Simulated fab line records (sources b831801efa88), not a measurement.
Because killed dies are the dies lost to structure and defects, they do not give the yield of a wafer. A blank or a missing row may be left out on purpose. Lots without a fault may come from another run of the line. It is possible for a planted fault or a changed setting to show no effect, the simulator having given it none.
Tool commonality check	flow gf180mcu	45 wafers sampled across 15 lots

WHY IT WAS OPENED
Of 15 lots, 3 have the reading MIM_ALCU_RS flagged at GF_MIM_RS_MEAS_10. No-fault wafers: 0.1605 ohm/sq, standard deviation 0.002.
Rule: flag the lot when none of its wafers has a number, or when each of its wafers that has one lies beyond 4 standard deviations from that mean. The other lots count as sound.

lot	measured	on	MIM_ALCU_RS (ohm/sq), wafer by wafer	flag
L738	day 24 13:17	film_metro-02	0.1636 0.1630 0.1624	
L740	day 25 10:05	film_metro-03	0.1601 0.1604 0.1592	
L741	day 25 13:34	film_metro-03	0.1591 0.1595 0.1560	
L742	day 26 05:39	film_metro-01	9.6347 9.4705 9.6327	FLAGGED
L743	day 26 14:52	film_metro-01	9.4511 9.5791 9.4945	FLAGGED
L745	day 26 23:37	film_metro-03	9.4182 9.3594 9.3781	FLAGGED
L747	day 27 14:52	film_metro-02	0.1583 0.1615 0.1609	
L752	day 29 01:44	film_metro-03	0.1615 0.1626 0.1607	
L753	day 29 05:14	film_metro-03	0.1604 0.1594 0.1617	
L754	day 29 15:13	film_metro-03	0.1637 0.1619 0.1631	
L755	day 29 23:59	film_metro-01	0.1582 0.1547 0.1571	
L756	day 30 00:43	film_metro-03	0.1592 0.1609 0.1587	
L758	day 30 14:54	film_metro-03	0.1604 0.1604 0.1597	
L759	day 30 20:40	film_metro-03	0.1624 0.1619 0.1602	
L760	day 31 00:30	film_metro-03	0.1607 0.1591 0.1593	
Flagged lots average 9.4909 ohm/sq: +9.3304 ohm/sq relative to the usual, that is +99 or more standard deviations.

TOOL THAT RAN EACH LOT
3 process steps preceding the reading are held in the record, out of 602 steps in the route. Cell contents, in order: the tool; ch with the chambers the sampled wafers went through; the start.
lot	flag	GF_V4_ETCH_17	GF_MIM_SPUTTER_01	GF_MIM_SPUTTER_08
L738		rie_diel-02 ch 0,3, day 24 12:58 or earlier	pvd_sputter-01, day 24 12:58	pvd_sputter-02, day 24 13:13
L740		rie_diel-01 ch 0,1,2, day 25 09:47 or earlier	pvd_sputter-01, day 25 09:47	pvd_sputter-03, day 25 10:02
L741		rie_diel-03 ch 1,2,3, day 25 13:15 or earlier	pvd_sputter-01, day 25 13:15	pvd_sputter-03, day 25 13:31
L742	FLAGGED	rie_diel-01 ch 0,2,3, day 26 05:20 or earlier	pvd_sputter-03, day 26 05:20	pvd_sputter-02, day 26 05:35
L743	FLAGGED	rie_diel-03 ch 0,1,3, day 26 14:33 or earlier	pvd_sputter-02, day 26 14:33	pvd_sputter-03, day 26 14:49
L745	FLAGGED	rie_diel-01 ch 0,1,3, day 26 23:17 or earlier	pvd_sputter-01, day 26 23:17	pvd_sputter-03, day 26 23:32
L747		rie_diel-03 ch 2,3, day 27 14:32 or earlier	pvd_sputter-02, day 27 14:32	pvd_sputter-03, day 27 14:47
L752		rie_diel-01 ch 0,1,3, day 29 01:23 or earlier	pvd_sputter-02, day 29 01:23	pvd_sputter-01, day 29 01:38
L753		rie_diel-01 ch 0,1, day 29 04:55 or earlier	pvd_sputter-03, day 29 04:55	pvd_sputter-02, day 29 05:11
L754		rie_diel-03 ch 0,2,3, day 29 14:53 or earlier	pvd_sputter-02, day 29 14:53	pvd_sputter-01, day 29 15:10
L755		rie_diel-02 ch 1,2,3, day 29 23:40 or earlier	pvd_sputter-02, day 29 23:40	pvd_sputter-03, day 29 23:55
L756		rie_diel-03 ch 0,1,3, day 30 00:22 or earlier	pvd_sputter-02, day 30 00:22	pvd_sputter-03, day 30 00:37
L758		rie_diel-02 ch 2,3, day 30 14:35 or earlier	pvd_sputter-01, day 30 14:35	pvd_sputter-02, day 30 14:50
L759		rie_diel-03 ch 2,3, day 30 20:22 or earlier	pvd_sputter-03, day 30 20:22	pvd_sputter-02, day 30 20:37
L760		rie_diel-02 ch 1,2,3, day 31 00:11 or earlier	pvd_sputter-01, day 31 00:11	pvd_sputter-02, day 31 00:26
These steps, and what they do:
- GF_V4_ETCH_17: etches SiO2 in C4F8/O2/Ar, stops on TiN, target depth 630 nm.
- GF_MIM_SPUTTER_01: material TiN, target thk 30 nm, time 25 s.
- GF_MIM_SPUTTER_08: material AlCu, target thk 200 nm, time 10.6 s.
- GF_MIM_RS_MEAS_10: measures by four-point-probe.

FLAGGED AGAINST TOTAL, ONE TOOL AT A TIME (gauges that did the reading follow at the end)
step	tool	lots run	flagged	share of the flagged lots	sound lots run after its first flagged lot
GF_V4_ETCH_17	rie_diel-01	5	2	some	2 (L752,L753)
GF_V4_ETCH_17	rie_diel-02	4	0	none	-
GF_V4_ETCH_17	rie_diel-03	6	1	some	4 (L747,L754,L756,L759)
GF_MIM_SPUTTER_01	pvd_sputter-01	6	1	some	2 (L758,L760)
GF_MIM_SPUTTER_01	pvd_sputter-02	6	1	some	5 (L747,L752,L754,L755,L756)
GF_MIM_SPUTTER_01	pvd_sputter-03	3	1	some	2 (L753,L759)
GF_MIM_SPUTTER_08	pvd_sputter-01	2	0	none	-
GF_MIM_SPUTTER_08	pvd_sputter-02	6	1	some	4 (L753,L758,L759,L760)
GF_MIM_SPUTTER_08	pvd_sputter-03	7	2	some	3 (L747,L755,L756)
GF_MIM_RS_MEAS_10	film_metro-01	3	2	some	1 (L755)
GF_MIM_RS_MEAS_10	film_metro-02	2	0	none	-
GF_MIM_RS_MEAS_10	film_metro-03	10	1	some	7 (L752,L753,L754,L756,L758,L759,L760)
Because GF_V4_ETCH_17 lacks a start for some lots, the hours and order of its lots are taken from GF_MIM_SPUTTER_01.

WHAT THE TABLE ALLOWS
No row of the table ran every flagged lot.

WHAT THE SIMULATOR HAD INSERTED
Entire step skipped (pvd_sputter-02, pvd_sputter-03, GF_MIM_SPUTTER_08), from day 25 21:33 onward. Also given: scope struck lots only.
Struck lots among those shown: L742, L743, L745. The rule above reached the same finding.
